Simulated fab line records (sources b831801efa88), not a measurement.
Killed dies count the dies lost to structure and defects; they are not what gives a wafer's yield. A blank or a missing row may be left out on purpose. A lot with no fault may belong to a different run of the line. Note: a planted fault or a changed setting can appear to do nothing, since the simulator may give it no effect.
fab line records / flow sfq_line
record lots=5 wafers=15 last_day=89
route steps=325 shown L0@12 L0V@16
lots with no fault: from the same line, run without faults
start_h: hours from the record's opening day to when the first of the lot's shown wafers began / wait_h: time in hours since the lot's previous step / " repeats the value in the row above / L1.1+2: a row that stands for several wafers / - no value present, or no start provided / * or withheld: withheld / < > ~ a bound
route shown NAME@n: a module of which the file shows steps, and the number in the route of the first / usual: mean and standard deviation over wafers with no fault / same: alike in all rows / chamber/n: place in a boat / sites: readings site by site / _std_site: their standard deviation / _edge_site: outer sites' mean less inner sites' / radius_mm: for every site, how far away it sits from the centre of the wafer / mask NAME#n: copy n / behind: tool/chamber where the wafer was last shaped / hold: why the lot went on hold/how many hours it stayed there/how the hold came to an end / device: the transistor (n, p or np) that didn't switch / end of line: tests run on the same wafers once the route is complete / for a step that has no rows: nothing shown but its recipe / killed: at the first sort, the dies lost to defects and structure; wafer yield is something else / map: per-die view of a wafer (x killed, . not killed, _ where there is no die)
set.NAME: the setting as run; set.NAME@STEP: as run at that earlier step / model.NAME: the simulator's own value behind a step, which no gauge read
lots at some steps of the route; a table a step, a row a wafer
services: when a tool's chamber went out of use (start_h, in hours from the record's first day, below 0 if earlier), for how many hours, and the reason
## steps
# step SFQ_TRILAYER_L0_BARC_OPEN_METAL_ETCH_010
# recipe mask_material=PR chemistry=O2 target_depth_nm=125 target=BARC icp_w=600 bias_w=80 pressure_mtorr=10 time_s=41.7
# usual bias_w=79.98/0.23 drypump_motor_current_A=5.62/0.28 oes_product_au=0.685/0.0049
lot.wafer=L479.4 tool=rie_metal-04 chamber=1 start_h=84.86 wait_h=0.1 bias_w=80.20 drypump_motor_current_A=5.33 oes_product_au=0.686 rf_hours_counter_h=-
lot.wafer=L479.5 tool=rie_metal-04 chamber=0 start_h=84.86 wait_h=0.1 bias_w=79.80 drypump_motor_current_A=5.17 oes_product_au=0.678 rf_hours_counter_h=-
lot.wafer=L479.6 tool=rie_metal-04 chamber=1 start_h=84.86 wait_h=0.1 bias_w=80.13 drypump_motor_current_A=5.33 oes_product_au=0.681 rf_hours_counter_h=-
lot.wafer=L488.2 tool=rie_metal-04 chamber=1 start_h=147.36 wait_h=0.1 bias_w=80.35 drypump_motor_current_A=5.32 oes_product_au=0.679 rf_hours_counter_h=130
lot.wafer=L488.3 tool=rie_metal-04 chamber=1 start_h=147.36 wait_h=0.1 bias_w=79.78 drypump_motor_current_A=5.34 oes_product_au=0.694 rf_hours_counter_h=-
lot.wafer=L488.5 tool=rie_metal-04 chamber=1 start_h=147.36 wait_h=0.1 bias_w=80.30 drypump_motor_current_A=5.32 oes_product_au=0.687 rf_hours_counter_h=-
lot.wafer=L489.1 tool=rie_metal-01 chamber=1 start_h=150.96 wait_h=0.1 bias_w=80.07 drypump_motor_current_A=5.72 oes_product_au=0.679 rf_hours_counter_h=176
lot.wafer=L489.2 tool=rie_metal-01 chamber=0 start_h=150.96 wait_h=0.1 bias_w=79.69 drypump_motor_current_A=5.80 oes_product_au=0.686 rf_hours_counter_h=53
lot.wafer=L489.4 tool=rie_metal-01 chamber=0 start_h=150.96 wait_h=0.1 bias_w=79.86 drypump_motor_current_A=5.80 oes_product_au=0.684 rf_hours_counter_h=-
lot.wafer=L494.2 tool=rie_metal-02 chamber=1 start_h=178.56 wait_h=0.1 bias_w=80.24 drypump_motor_current_A=5.78 oes_product_au=0.686 rf_hours_counter_h=47
lot.wafer=L494.4 tool=rie_metal-02 chamber=1 start_h=178.56 wait_h=0.1 bias_w=80.06 drypump_motor_current_A=5.79 oes_product_au=0.690 rf_hours_counter_h=-
lot.wafer=L494.5 tool=rie_metal-02 chamber=1 start_h=178.56 wait_h=0.1 bias_w=79.80 drypump_motor_current_A=5.77 oes_product_au=0.687 rf_hours_counter_h=-
lot.wafer=L495.1 tool=rie_metal-01 chamber=0 start_h=188.41 wait_h=0.1 bias_w=80.26 drypump_motor_current_A=5.81 oes_product_au=0.678 rf_hours_counter_h=57
lot.wafer=L495.4 tool=rie_metal-01 chamber=1 start_h=188.41 wait_h=0.1 bias_w=80.01 drypump_motor_current_A=5.70 oes_product_au=0.688 rf_hours_counter_h=-
lot.wafer=L495.6 tool=rie_metal-01 chamber=1 start_h=188.41 wait_h=0.1 bias_w=80.36 drypump_motor_current_A=5.74 oes_product_au=0.688 rf_hours_counter_h=-
# step SFQ_TRILAYER_L0_ETCH_METAL_ETCH_008
# recipe target=MoNx_KI stop_on=SiO2 mask_material=PR chemistry=SF6/O2 target_depth_nm=50 icp_w=600 bias_w=80 pressure_mtorr=10 time_s=25
# usual bias_w=80.00/0.2 drypump_motor_current_A=5.62/0.28 oes_product_au=0.874/0.0067
lot.wafer=L479.4 tool=rie_metal-04 chamber=1 start_h=84.91 wait_h=0.0 bias_w=80.05 drypump_motor_current_A=5.28 oes_product_au=0.864 rf_hours_counter_h=-
lot.wafer=L479.5 tool=rie_metal-04 chamber=0 start_h=84.91 wait_h=0.0 bias_w=80.00 drypump_motor_current_A=5.18 oes_product_au=0.875 rf_hours_counter_h=-
lot.wafer=L479.6 tool=rie_metal-04 chamber=1 start_h=84.91 wait_h=0.0 bias_w=80.13 drypump_motor_current_A=5.32 oes_product_au=0.869 rf_hours_counter_h=-
lot.wafer=L488.2 tool=rie_metal-04 chamber=1 start_h=147.42 wait_h=0.0 bias_w=80.20 drypump_motor_current_A=5.33 oes_product_au=0.879 rf_hours_counter_h=130
lot.wafer=L488.3 tool=rie_metal-04 chamber=1 start_h=147.42 wait_h=0.0 bias_w=80.13 drypump_motor_current_A=5.33 oes_product_au=0.877 rf_hours_counter_h=-
lot.wafer=L488.5 tool=rie_metal-04 chamber=1 start_h=147.42 wait_h=0.0 bias_w=79.73 drypump_motor_current_A=5.31 oes_product_au=0.881 rf_hours_counter_h=-
lot.wafer=L489.1 tool=rie_metal-01 chamber=1 start_h=151.02 wait_h=0.0 bias_w=80.04 drypump_motor_current_A=5.71 oes_product_au=0.865 rf_hours_counter_h=176
lot.wafer=L489.2 tool=rie_metal-01 chamber=0 start_h=151.02 wait_h=0.0 bias_w=80.53 drypump_motor_current_A=5.81 oes_product_au=0.876 rf_hours_counter_h=53
lot.wafer=L489.4 tool=rie_metal-01 chamber=0 start_h=151.02 wait_h=0.0 bias_w=79.86 drypump_motor_current_A=5.80 oes_product_au=0.867 rf_hours_counter_h=-
lot.wafer=L494.2 tool=rie_metal-02 chamber=1 start_h=178.62 wait_h=0.0 bias_w=79.78 drypump_motor_current_A=5.75 oes_product_au=0.866 rf_hours_counter_h=47
lot.wafer=L494.4 tool=rie_metal-02 chamber=1 start_h=178.62 wait_h=0.0 bias_w=80.06 drypump_motor_current_A=5.77 oes_product_au=0.869 rf_hours_counter_h=-
lot.wafer=L494.5 tool=rie_metal-02 chamber=1 start_h=178.62 wait_h=0.0 bias_w=80.13 drypump_motor_current_A=5.77 oes_product_au=0.877 rf_hours_counter_h=-
lot.wafer=L495.1 tool=rie_metal-01 chamber=0 start_h=188.47 wait_h=0.0 bias_w=80.07 drypump_motor_current_A=5.79 oes_product_au=0.881 rf_hours_counter_h=57
lot.wafer=L495.4 tool=rie_metal-01 chamber=1 start_h=188.47 wait_h=0.0 bias_w=80.48 drypump_motor_current_A=5.72 oes_product_au=0.876 rf_hours_counter_h=-
lot.wafer=L495.6 tool=rie_metal-01 chamber=1 start_h=188.47 wait_h=0.0 bias_w=79.93 drypump_motor_current_A=5.72 oes_product_au=0.880 rf_hours_counter_h=-
# step SFQ_TRILAYER_L0_STRIP_STRIP_009
# recipe gas=O2 power_w=200 platen_temp_c=40 overash_fraction=0.65 chemistry=O2 pressure_mtorr=50
# usual drypump_motor_current_A=5.62/0.28 oes_product_au=0.997/0.0084
lot.wafer=L479.4 tool=rie_metal-04 chamber=1 start_h=85.14 wait_h=0.2 drypump_motor_current_A=5.33 oes_product_au=1.000 rf_hours_counter_h=-
lot.wafer=L479.5 tool=rie_metal-04 chamber=0 start_h=85.14 wait_h=0.2 drypump_motor_current_A=5.18 oes_product_au=0.992 rf_hours_counter_h=-
lot.wafer=L479.6 tool=rie_metal-04 chamber=1 start_h=85.14 wait_h=0.2 drypump_motor_current_A=5.32 oes_product_au=0.995 rf_hours_counter_h=-
lot.wafer=L488.2 tool=rie_metal-04 chamber=1 start_h=147.47 wait_h=0.0 drypump_motor_current_A=5.32 oes_product_au=0.995 rf_hours_counter_h=130
lot.wafer=L488.3 tool=rie_metal-04 chamber=1 start_h=147.47 wait_h=0.0 drypump_motor_current_A=5.33 oes_product_au=0.995 rf_hours_counter_h=-
lot.wafer=L488.5 tool=rie_metal-04 chamber=1 start_h=147.47 wait_h=0.0 drypump_motor_current_A=5.31 oes_product_au=0.995 rf_hours_counter_h=-
lot.wafer=L489.1 tool=rie_metal-01 chamber=1 start_h=151.07 wait_h=0.0 drypump_motor_current_A=5.69 oes_product_au=1.014 rf_hours_counter_h=176
lot.wafer=L489.2 tool=rie_metal-01 chamber=0 start_h=151.07 wait_h=0.0 drypump_motor_current_A=5.82 oes_product_au=0.997 rf_hours_counter_h=53
lot.wafer=L489.4 tool=rie_metal-01 chamber=0 start_h=151.07 wait_h=0.0 drypump_motor_current_A=5.80 oes_product_au=1.012 rf_hours_counter_h=-
lot.wafer=L494.2 tool=rie_metal-02 chamber=1 start_h=178.67 wait_h=0.0 drypump_motor_current_A=5.76 oes_product_au=0.976 rf_hours_counter_h=47
lot.wafer=L494.4 tool=rie_metal-02 chamber=1 start_h=178.67 wait_h=0.0 drypump_motor_current_A=5.75 oes_product_au=0.982 rf_hours_counter_h=-
lot.wafer=L494.5 tool=rie_metal-02 chamber=1 start_h=178.67 wait_h=0.0 drypump_motor_current_A=5.78 oes_product_au=0.992 rf_hours_counter_h=-
lot.wafer=L495.1 tool=rie_metal-01 chamber=0 start_h=188.52 wait_h=0.0 drypump_motor_current_A=5.81 oes_product_au=1.005 rf_hours_counter_h=57
lot.wafer=L495.4 tool=rie_metal-01 chamber=1 start_h=188.52 wait_h=0.0 drypump_motor_current_A=5.69 oes_product_au=1.005 rf_hours_counter_h=-
lot.wafer=L495.6 tool=rie_metal-01 chamber=1 start_h=188.52 wait_h=0.0 drypump_motor_current_A=5.73 oes_product_au=1.006 rf_hours_counter_h=-
# step SFQ_TRILAYER_L0_STRIP_SOLV_CLEAN_010
# recipe chemistry=NMP temp_c=70 time_s=600
# step SFQ_TRILAYER_L0_CAP_PECVD_011
# recipe material=SiO2 temp_c=150 time_s=13.333 pressure_torr=2.4 rf_w=183.3 precursor=SiH4/N2O target_thk_nm=60
# usual heater_power_w=90/20 throttle_valve_pct=24.2/0.88
lot.wafer=L479.4 tool=pecvd-04 chamber=2 start_h=85.73 wait_h=0.0 heater_power_w=104 throttle_valve_pct=24.4
lot.wafer=L479.5 tool=pecvd-04 chamber=1 start_h=85.73 wait_h=0.0 heater_power_w=97 throttle_valve_pct=24.6
lot.wafer=L479.6 tool=pecvd-04 chamber=0 start_h=85.73 wait_h=0.0 heater_power_w=71 throttle_valve_pct=24.6
lot.wafer=L488.2 tool=pecvd-01 chamber=0 start_h=148.25 wait_h=0.0 heater_power_w=45 throttle_valve_pct=23.7
lot.wafer=L488.3 tool=pecvd-01 chamber=0 start_h=148.25 wait_h=0.0 heater_power_w=46 throttle_valve_pct=23.8
lot.wafer=L488.5 tool=pecvd-01 chamber=0 start_h=148.25 wait_h=0.0 heater_power_w=46 throttle_valve_pct=24.0
lot.wafer=L489.1 tool=pecvd-02 chamber=2 start_h=151.85 wait_h=0.0 heater_power_w=79 throttle_valve_pct=25.7
lot.wafer=L489.2 tool=pecvd-02 chamber=0 start_h=151.85 wait_h=0.0 heater_power_w=93 throttle_valve_pct=23.2
lot.wafer=L489.4 tool=pecvd-02 chamber=2 start_h=151.85 wait_h=0.0 heater_power_w=79 throttle_valve_pct=26.0
lot.wafer=L494.2 tool=pecvd-02 chamber=0 start_h=179.45 wait_h=0.0 heater_power_w=84 throttle_valve_pct=23.2
lot.wafer=L494.4 tool=pecvd-02 chamber=1 start_h=179.45 wait_h=0.0 heater_power_w=103 throttle_valve_pct=24.3
lot.wafer=L494.5 tool=pecvd-02 chamber=0 start_h=179.45 wait_h=0.0 heater_power_w=86 throttle_valve_pct=23.3
lot.wafer=L495.1 tool=pecvd-02 chamber=2 start_h=189.30 wait_h=0.0 heater_power_w=75 throttle_valve_pct=26.0
lot.wafer=L495.4 tool=pecvd-02 chamber=1 start_h=189.30 wait_h=0.0 heater_power_w=107 throttle_valve_pct=24.1
lot.wafer=L495.6 tool=pecvd-02 chamber=2 start_h=189.30 wait_h=0.0 heater_power_w=75 throttle_valve_pct=25.5
# step SFQ_TRILAYER_L0_VIA_LITHO_COAT_018
# recipe resist=BARC spin_rpm=3000 resist_thk_nm=62
# step SFQ_TRILAYER_L0_VIA_LITHO_COAT_013
# recipe resist=KrF spin_rpm=3000 resist_thk_nm=650
# step SFQ_TRILAYER_L0_VIA_LITHO_SOFTBAKE_017
# recipe temp_c=withheld time_s=withheld resist=KrF
# step SFQ_TRILAYER_L0_VIA_LITHO_EXPOSE_014
# recipe mask_id=L0V na=0.6 source_shape=conventional sigma_outer=0.65 target_cd_nm=700 dose_mj=21.3
# step SFQ_TRILAYER_L0_VIA_LITHO_PEB_016
# recipe peb_temp_c=115 peb_time_s=60 resist=KrF
# step SFQ_TRILAYER_L0_VIA_LITHO_DEVELOP_015
# recipe time_s=60 resist=KrF
# step SFQ_L0V_OVL_MEAS_903
# usual L0V_OVL=1/5.3
lot.wafer=L479.4 tool=overlay-01 chamber=- start_h=161.78 wait_h=0.1 L0V_OVL[nm]=0
lot.wafer=L479.5 tool=overlay-01 chamber=- start_h=161.78 wait_h=0.1 L0V_OVL[nm]=4
lot.wafer=L479.6 tool=overlay-01 chamber=- start_h=161.78 wait_h=0.1 L0V_OVL[nm]=0
lot.wafer=L488.2 tool=overlay-01 chamber=- start_h=251.24 wait_h=0.1 L0V_OVL[nm]=7
lot.wafer=L488.3 tool=overlay-01 chamber=- start_h=251.24 wait_h=0.1 L0V_OVL[nm]=11
lot.wafer=L488.5 tool=overlay-01 chamber=- start_h=251.24 wait_h=0.1 L0V_OVL[nm]=8
lot.wafer=L489.1 tool=overlay-01 chamber=- start_h=253.64 wait_h=0.1 L0V_OVL[nm]=5
lot.wafer=L489.2 tool=overlay-01 chamber=- start_h=253.64 wait_h=0.1 L0V_OVL[nm]=3
lot.wafer=L489.4 tool=overlay-01 chamber=- start_h=253.64 wait_h=0.1 L0V_OVL[nm]=-6
lot.wafer=L494.2 tool=overlay-02 chamber=- start_h=282.57 wait_h=0.1 L0V_OVL[nm]=0
lot.wafer=L494.4 tool=overlay-02 chamber=- start_h=282.57 wait_h=0.1 L0V_OVL[nm]=-4
lot.wafer=L494.5 tool=overlay-02 chamber=- start_h=282.57 wait_h=0.1 L0V_OVL[nm]=-5
lot.wafer=L495.1 tool=overlay-02 chamber=- start_h=294.69 wait_h=0.1 L0V_OVL[nm]=12
lot.wafer=L495.4 tool=overlay-02 chamber=- start_h=294.69 wait_h=0.1 L0V_OVL[nm]=-4
lot.wafer=L495.6 tool=overlay-02 chamber=- start_h=294.69 wait_h=0.1 L0V_OVL[nm]=4
# step SFQ_TRILAYER_L0_VIA_BARC_OPEN_VIA_ETCH_021
# recipe mask_material=PR chemistry=O2 target_depth_nm=125 target=BARC source_w=500 bias_w=80 pressure_mtorr=30 time_s=41.7
# usual bias_w=80.00/0.22 drypump_motor_current_A=5.6/0.42 oes_product_au=0.685/0.0051
lot.wafer=L479.4 tool=rie_diel-03 chamber=0 start_h=161.80 wait_h=0.0 bias_w=80.12 drypump_motor_current_A=6.1 oes_product_au=0.680 rf_hours_counter_h=140 model.KrF_of_TRILAYER_L0_VIA_LITHO_COAT_013.thk_nm=573.4
lot.wafer=L479.5 tool=rie_diel-03 chamber=2 start_h=161.80 wait_h=0.0 bias_w=79.99 drypump_motor_current_A=6.0 oes_product_au=0.687 rf_hours_counter_h=- model.KrF_of_TRILAYER_L0_VIA_LITHO_COAT_013.thk_nm=572.7
lot.wafer=L479.6 tool=rie_diel-03 chamber=3 start_h=161.80 wait_h=0.0 bias_w=79.82 drypump_motor_current_A=5.5 oes_product_au=0.677 rf_hours_counter_h=- model.KrF_of_TRILAYER_L0_VIA_LITHO_COAT_013.thk_nm=572.5
lot.wafer=L488.2 tool=rie_diel-02 chamber=1 start_h=251.27 wait_h=0.0 bias_w=79.72 drypump_motor_current_A=4.8 oes_product_au=0.677 rf_hours_counter_h=20 model.KrF_of_TRILAYER_L0_VIA_LITHO_COAT_013.thk_nm=572.9
lot.wafer=L488.3 tool=rie_diel-02 chamber=0 start_h=251.27 wait_h=0.0 bias_w=80.17 drypump_motor_current_A=5.6 oes_product_au=0.685 rf_hours_counter_h=81 model.KrF_of_TRILAYER_L0_VIA_LITHO_COAT_013.thk_nm=574.4
lot.wafer=L488.5 tool=rie_diel-02 chamber=3 start_h=251.27 wait_h=0.0 bias_w=80.24 drypump_motor_current_A=5.2 oes_product_au=0.696 rf_hours_counter_h=- model.KrF_of_TRILAYER_L0_VIA_LITHO_COAT_013.thk_nm=575.2
lot.wafer=L489.1 tool=rie_diel-03 chamber=1 start_h=253.67 wait_h=0.0 bias_w=80.22 drypump_motor_current_A=5.9 oes_product_au=0.684 rf_hours_counter_h=47 model.KrF_of_TRILAYER_L0_VIA_LITHO_COAT_013.thk_nm=572.7
lot.wafer=L489.2 tool=rie_diel-03 chamber=0 start_h=253.67 wait_h=0.0 bias_w=79.67 drypump_motor_current_A=6.2 oes_product_au=0.679 rf_hours_counter_h=141 model.KrF_of_TRILAYER_L0_VIA_LITHO_COAT_013.thk_nm=573.4
lot.wafer=L489.4 tool=rie_diel-03 chamber=3 start_h=253.67 wait_h=0.0 bias_w=79.99 drypump_motor_current_A=5.5 oes_product_au=0.685 rf_hours_counter_h=45 model.KrF_of_TRILAYER_L0_VIA_LITHO_COAT_013.thk_nm=574.4
lot.wafer=L494.2 tool=rie_diel-02 chamber=2 start_h=282.60 wait_h=0.0 bias_w=79.79 drypump_motor_current_A=6.0 oes_product_au=0.677 rf_hours_counter_h=118 model.KrF_of_TRILAYER_L0_VIA_LITHO_COAT_013.thk_nm=573.7
lot.wafer=L494.4 tool=rie_diel-02 chamber=3 start_h=282.60 wait_h=0.0 bias_w=80.22 drypump_motor_current_A=5.2 oes_product_au=0.686 rf_hours_counter_h=1 model.KrF_of_TRILAYER_L0_VIA_LITHO_COAT_013.thk_nm=574
lot.wafer=L494.5 tool=rie_diel-02 chamber=2 start_h=282.60 wait_h=0.0 bias_w=80.06 drypump_motor_current_A=6.0 oes_product_au=0.679 rf_hours_counter_h=- model.KrF_of_TRILAYER_L0_VIA_LITHO_COAT_013.thk_nm=573.4
lot.wafer=L495.1 tool=rie_diel-03 chamber=1 start_h=294.72 wait_h=0.0 bias_w=79.82 drypump_motor_current_A=6.0 oes_product_au=0.686 rf_hours_counter_h=47 model.KrF_of_TRILAYER_L0_VIA_LITHO_COAT_013.thk_nm=569.9
lot.wafer=L495.4 tool=rie_diel-03 chamber=3 start_h=294.72 wait_h=0.0 bias_w=80.04 drypump_motor_current_A=5.5 oes_product_au=0.683 rf_hours_counter_h=46 model.KrF_of_TRILAYER_L0_VIA_LITHO_COAT_013.thk_nm=573
lot.wafer=L495.6 tool=rie_diel-03 chamber=2 start_h=294.72 wait_h=0.0 bias_w=80.04 drypump_motor_current_A=5.9 oes_product_au=0.689 rf_hours_counter_h=- model.KrF_of_TRILAYER_L0_VIA_LITHO_COAT_013.thk_nm=583.4
# step SFQ_TRILAYER_L0_VIA_ETCH_VIA_ETCH_016
# recipe target=SiO2 stop_on=MoNx_KI mask_material=PR chemistry=CHF3 target_depth_nm=80 source_w=500 bias_w=80 pressure_mtorr=30 time_s=withheld
# usual bias_w=79.98/0.25 drypump_motor_current_A=5.6/0.42 oes_product_au=0.839/0.0073
lot.wafer=L479.4 tool=rie_diel-03 chamber=0 start_h=161.84 wait_h=0.0 bias_w=79.87 drypump_motor_current_A=6.2 oes_product_au=0.840 model.KrF_of_TRILAYER_L0_VIA_LITHO_COAT_013.thk_nm=559.5
lot.wafer=L479.5 tool=rie_diel-03 chamber=2 start_h=161.84 wait_h=0.0 bias_w=79.97 drypump_motor_current_A=6.0 oes_product_au=0.849 model.KrF_of_TRILAYER_L0_VIA_LITHO_COAT_013.thk_nm=559
lot.wafer=L479.6 tool=rie_diel-03 chamber=3 start_h=161.84 wait_h=0.0 bias_w=79.99 drypump_motor_current_A=5.5 oes_product_au=0.843 model.KrF_of_TRILAYER_L0_VIA_LITHO_COAT_013.thk_nm=558.9
lot.wafer=L488.2 tool=rie_diel-02 chamber=1 start_h=251.31 wait_h=0.0 bias_w=80.03 drypump_motor_current_A=4.9 oes_product_au=0.823 model.KrF_of_TRILAYER_L0_VIA_LITHO_COAT_013.thk_nm=559
lot.wafer=L488.3 tool=rie_diel-02 chamber=0 start_h=251.31 wait_h=0.0 bias_w=80.51 drypump_motor_current_A=5.6 oes_product_au=0.839 model.KrF_of_TRILAYER_L0_VIA_LITHO_COAT_013.thk_nm=560.7
lot.wafer=L488.5 tool=rie_diel-02 chamber=3 start_h=251.31 wait_h=0.0 bias_w=80.22 drypump_motor_current_A=5.2 oes_product_au=0.838 model.KrF_of_TRILAYER_L0_VIA_LITHO_COAT_013.thk_nm=561.2
lot.wafer=L489.1 tool=rie_diel-03 chamber=1 start_h=253.71 wait_h=0.0 bias_w=80.37 drypump_motor_current_A=5.9 oes_product_au=0.837 model.KrF_of_TRILAYER_L0_VIA_LITHO_COAT_013.thk_nm=558.8
lot.wafer=L489.2 tool=rie_diel-03 chamber=0 start_h=253.71 wait_h=0.0 bias_w=80.11 drypump_motor_current_A=6.1 oes_product_au=0.834 model.KrF_of_TRILAYER_L0_VIA_LITHO_COAT_013.thk_nm=559.5
lot.wafer=L489.4 tool=rie_diel-03 chamber=3 start_h=253.71 wait_h=0.0 bias_w=79.79 drypump_motor_current_A=5.5 oes_product_au=0.846 model.KrF_of_TRILAYER_L0_VIA_LITHO_COAT_013.thk_nm=560.6
lot.wafer=L494.2 tool=rie_diel-02 chamber=2 start_h=282.64 wait_h=0.0 bias_w=80.11 drypump_motor_current_A=6.0 oes_product_au=0.831 model.KrF_of_TRILAYER_L0_VIA_LITHO_COAT_013.thk_nm=560
lot.wafer=L494.4 tool=rie_diel-02 chamber=3 start_h=282.64 wait_h=0.0 bias_w=79.83 drypump_motor_current_A=5.2 oes_product_au=0.834 model.KrF_of_TRILAYER_L0_VIA_LITHO_COAT_013.thk_nm=560.3
lot.wafer=L494.5 tool=rie_diel-02 chamber=2 start_h=282.64 wait_h=0.0 bias_w=80.00 drypump_motor_current_A=6.0 oes_product_au=0.832 model.KrF_of_TRILAYER_L0_VIA_LITHO_COAT_013.thk_nm=559.6
lot.wafer=L495.1 tool=rie_diel-03 chamber=1 start_h=294.76 wait_h=0.0 bias_w=80.35 drypump_motor_current_A=5.9 oes_product_au=0.841 model.KrF_of_TRILAYER_L0_VIA_LITHO_COAT_013.thk_nm=556.2
lot.wafer=L495.4 tool=rie_diel-03 chamber=3 start_h=294.76 wait_h=0.0 bias_w=80.27 drypump_motor_current_A=5.5 oes_product_au=0.842 model.KrF_of_TRILAYER_L0_VIA_LITHO_COAT_013.thk_nm=559.5
lot.wafer=L495.6 tool=rie_diel-03 chamber=2 start_h=294.76 wait_h=0.0 bias_w=79.63 drypump_motor_current_A=6.0 oes_product_au=0.838 model.KrF_of_TRILAYER_L0_VIA_LITHO_COAT_013.thk_nm=569.6
# step SFQ_TRILAYER_L0_VIA_STRIP_STRIP_017
# recipe gas=O2 power_w=200 platen_temp_c=40 overash_fraction=0.65 chemistry=O2 pressure_mtorr=50
# usual drypump_motor_current_A=5.65/0.23 oes_product_au=0.999/0.0068
lot.wafer=L479.4 tool=rie_metal-01 chamber=1 start_h=162.09 wait_h=- drypump_motor_current_A=5.68 oes_product_au=1.000 rf_hours_counter_h=-
lot.wafer=L479.5 tool=rie_metal-01 chamber=0 start_h=162.09 wait_h=- drypump_motor_current_A=5.81 oes_product_au=0.997 rf_hours_counter_h=-
lot.wafer=L479.6 tool=rie_metal-01 chamber=1 start_h=162.09 wait_h=- drypump_motor_current_A=5.70 oes_product_au=1.002 rf_hours_counter_h=-
lot.wafer=L488.2 tool=rie_metal-03 chamber=1 start_h=251.36 wait_h=- drypump_motor_current_A=5.35 oes_product_au=0.997 rf_hours_counter_h=135
lot.wafer=L488.3 tool=rie_metal-03 chamber=0 start_h=251.36 wait_h=- drypump_motor_current_A=5.62 oes_product_au=1.009 rf_hours_counter_h=-
lot.wafer=L488.5 tool=rie_metal-03 chamber=0 start_h=251.36 wait_h=- drypump_motor_current_A=5.60 oes_product_au=1.001 rf_hours_counter_h=-
lot.wafer=L489.1 tool=rie_metal-02 chamber=0 start_h=253.76 wait_h=- drypump_motor_current_A=6.00 oes_product_au=1.003 rf_hours_counter_h=98
lot.wafer=L489.2 tool=rie_metal-02 chamber=1 start_h=253.76 wait_h=- drypump_motor_current_A=5.78 oes_product_au=0.986 rf_hours_counter_h=57
lot.wafer=L489.4 tool=rie_metal-02 chamber=0 start_h=253.76 wait_h=- drypump_motor_current_A=5.98 oes_product_au=1.001 rf_hours_counter_h=-
lot.wafer=L494.2 tool=rie_metal-03 chamber=0 start_h=282.68 wait_h=- drypump_motor_current_A=5.59 oes_product_au=0.997 rf_hours_counter_h=98
lot.wafer=L494.4 tool=rie_metal-03 chamber=0 start_h=282.68 wait_h=- drypump_motor_current_A=5.63 oes_product_au=1.007 rf_hours_counter_h=-
lot.wafer=L494.5 tool=rie_metal-03 chamber=0 start_h=282.68 wait_h=- drypump_motor_current_A=5.59 oes_product_au=1.003 rf_hours_counter_h=-
lot.wafer=L495.1 tool=rie_metal-01 chamber=0 start_h=294.81 wait_h=- drypump_motor_current_A=5.81 oes_product_au=0.999 rf_hours_counter_h=74
lot.wafer=L495.4 tool=rie_metal-01 chamber=1 start_h=294.81 wait_h=- drypump_motor_current_A=5.72 oes_product_au=1.002 rf_hours_counter_h=-
lot.wafer=L495.6 tool=rie_metal-01 chamber=1 start_h=294.81 wait_h=- drypump_motor_current_A=5.74 oes_product_au=1.002 rf_hours_counter_h=-
## services
tool=rie_metal-03 chamber=0 start_h=86.54 hours=8.9 kind=repair
tool=pecvd-01 chamber=- start_h=92.72 hours=5.5 kind=pm
tool=rie_diel-02 chamber=- start_h=95.53 hours=2.8 kind=pm
tool=rie_metal-04 chamber=- start_h=128.23 hours=0.2 kind=repair
tool=rie_diel-03 chamber=2 start_h=135.87 hours=- kind=clean
tool=rie_diel-03 chamber=2 start_h=135.87 hours=21.1 kind=scheduled_down
tool=rie_diel-03 chamber=2 start_h=135.87 hours=21.1 kind=vent_cycle
tool=pecvd-01 chamber=2 start_h=136.53 hours=16.1 kind=repair
tool=rie_metal-04 chamber=1 start_h=162.01 hours=14.4 kind=repair
tool=rie_diel-03 chamber=1 start_h=177.49 hours=5.2 kind=repair
tool=rie_diel-03 chamber=- start_h=178.29 hours=0.8 kind=repair
tool=rie_metal-02 chamber=- start_h=190.29 hours=0.7 kind=repair
tool=pecvd-04 chamber=- start_h=194.25 hours=14.0 kind=pm
tool=rie_diel-02 chamber=1 start_h=199.11 hours=9.7 kind=repair
tool=pecvd-04 chamber=1 start_h=201.05 hours=5.0 kind=repair
tool=pecvd-01 chamber=- start_h=202.60 hours=1.7 kind=repair
tool=pecvd-04 chamber=- start_h=208.68 hours=0.3 kind=repair
tool=pecvd-01 chamber=- start_h=225.57 hours=2.8 kind=pm
tool=rie_metal-01 chamber=1 start_h=249.71 hours=- kind=clean
tool=rie_metal-01 chamber=1 start_h=249.71 hours=14.2 kind=scheduled_down
tool=rie_metal-01 chamber=1 start_h=249.71 hours=14.2 kind=vent_cycle
tool=rie_diel-03 chamber=0 start_h=255.03 hours=- kind=clean
tool=rie_diel-02 chamber=0 start_h=291.21 hours=4.5 kind=repair
tool=pecvd-01 chamber=- start_h=293.13 hours=0.8 kind=repair
## key
first_sign none at tools or gauges
model_effect step=SFQ_TRILAYER_L0_VIA_BARC_OPEN_VIA_ETCH_021 value=KrF_of_TRILAYER_L0_VIA_LITHO_COAT_013.thk_nm without=572.9 struck=583.4
model_effect step=SFQ_TRILAYER_L0_VIA_ETCH_VIA_ETCH_016 value=KrF_of_TRILAYER_L0_VIA_LITHO_COAT_013.thk_nm without=559.1 struck=569.6
met_at SFQ_TRILAYER_L0_VIA_BARC_OPEN_VIA_ETCH_021
struck_wafers L495.6
onset_between 161.80 294.72
fault kind=process_parameter_drift tool=rie_diel-03 chamber=2 onset_h=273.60 steps=SFQ_TRILAYER_L0_VIA_BARC_OPEN_VIA_ETCH_021 channel=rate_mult offset=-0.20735 shape=step end_h=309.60
